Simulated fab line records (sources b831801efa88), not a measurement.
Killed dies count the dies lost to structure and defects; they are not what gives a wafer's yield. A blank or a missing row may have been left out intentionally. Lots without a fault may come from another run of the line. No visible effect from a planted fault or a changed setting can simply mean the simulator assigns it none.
Problem report, 8D (eight disciplines) form, completed by code / flow sky130 / the parts of the form that need people (team, actions taken, sign-off) are left out

== 1. WHAT IS WRONG ==
At SKY_VT_ADJUST_NCORE_IMPLANT_09, dose ions cm2 averages 2.3106e+12 over 6 wafers from 2 lots, while fault-free wafers read 2.3992e+12, standard deviation 2.5e+09. That puts it -35 standard deviations away from the usual mean.
First observed at day 11 16:03: wafer L703.1, on implanter-01. The record holds 18 wafers of 6 lots with a number at this step. Rule for "out", or "out of limits": more than 4 standard deviations from the usual mean. The rest of the wafers with a number are treated as sound.

== 2. WHAT IT IS, AND WHAT IT ISN'T ==
question=which readings at this step | is=dose ions cm2 | is not=beam on s
question=which lots | is=L703, L706 | is not=L695, L707, L709, L716
question=which wafers of those lots | is=all that have a number | is not=-
question=read on which tools | is=implanter-01 | is not=implanter-02, implanter-03
question=when | is=from day 11 16:03 | is not=up to then (3 sound wafers); but 9 sound wafers of L707, L709, L716 came after

== 3. SUSPECTS, AND WHAT RULES EACH OUT ==
Counting: any tool at a process step up to the reading is kept as a suspect provided that every lot that is out went through it and no sound lot did after the first of them.
- plasma asher-04 at SKY_VT_ADJUST_LVTN_STRIP_20 (strips in O2/N2): ruled out as a lasting fault. Following L703 (day 10 16:01), the first lot on it that is out, the sound lots L716 were run on it.
- implanter-01 at SKY_VT_ADJUST_NCORE_IMPLANT_09: kept. Every lot that is out went through it, starting with L703 (day 11 16:03), and after that it ran no sound lot; the last sound lot it ran before then is L695 (day 9 05:30). Its own dose ions cm2 readings are out on those wafers.
After counting, what remains is implanter-01 at SKY_VT_ADJUST_NCORE_IMPLANT_09.

== 4. THE CAUSE (what the simulator had put in) ==
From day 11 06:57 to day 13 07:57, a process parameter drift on implanter-01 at SKY_VT_ADJUST_NCORE_IMPLANT_09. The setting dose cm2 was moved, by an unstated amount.
Only this tool survived the counting.

== 5. THE CHAIN OF EFFECTS, in route order ==
Each row: a reading whose mean over the struck wafers that have a number lies more than 3 standard deviations from the usual. Only readings whose record carries a usual standard deviation are examined. hours: median over the lots of the time between each lot's start at the first step of this table that gives one and its start at this step. sigmas: the change, counted in usual standard deviations.
hours=0; step=SKY_VT_ADJUST_NCORE_IMPLANT_09; reading=dose ions cm2; usual=2.3992e+12; on struck wafers=2.3106e+12; change=-8.8633e+10; sigmas=-35
Here are the process steps it includes:
- SKY_VT_ADJUST_NCORE_IMPLANT_09

== 6. HOW IT WOULD HAVE BEEN CAUGHT EARLIER ==
First out-of-limits reading in this record: day 11 16:03, which is 9 hours after fault onset at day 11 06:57.
